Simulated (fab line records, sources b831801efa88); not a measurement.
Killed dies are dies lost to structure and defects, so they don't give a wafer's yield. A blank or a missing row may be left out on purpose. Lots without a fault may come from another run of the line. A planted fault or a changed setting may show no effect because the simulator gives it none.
Which tool did it? | flow sky130 | 7 lots, 21 wafers sampled, at 1 step of a route of 708

WHAT THE GAUGES READ, wafer by wafer
SKY_VT_ADJUST_HVTR_TW_MEAS_11.
lot  | measured     | on            | VT_ADJUST_HVTR_TW
L855 | day 10 10:01 | film_metro-01 | 208.4 210.1 208.8
L857 | day 11 02:37 | film_metro-02 | 211.8 213.1 213.3
L859 | day 11 12:29 | film_metro-01 | 209.4 208.8 209.9
L862 | day 12 13:04 | film_metro-03 | 211.4 211.7 210.8
L865 | day 13 07:49 | film_metro-01 | 208.1 208.6 209.7
L868 | day 14 08:55 | film_metro-01 | 208.0 208.1 208.9
L876 | day 16 13:46 | film_metro-03 | 212.1 209.8 210.4

WHICH TOOL RAN EACH LOT (tool, then ch and the chambers of the sampled wafers, then the start)
The record holds no process step before these readings.

THE ANSWER, worked out from the rows above alone
Rule: what is usual is taken from the lots themselves. Put in order of their means at a reading, lots are off if they are a third of the lots or fewer, leave a main group of 4 or more, and stand apart from it by a gap of 3 or more times the standard deviation of the main group's means; of several such gaps the widest counts. A main group whose means are all the same, to the digits that the tables above print for the reading, isn't used. A lot without any number at a reading at which 4 lots or more have one is off too. The other lots that the step has rows for count as sound.
No lot is off at any reading shown: from this, nothing can be told.

WHAT THE SIMULATOR HAD PUT IN
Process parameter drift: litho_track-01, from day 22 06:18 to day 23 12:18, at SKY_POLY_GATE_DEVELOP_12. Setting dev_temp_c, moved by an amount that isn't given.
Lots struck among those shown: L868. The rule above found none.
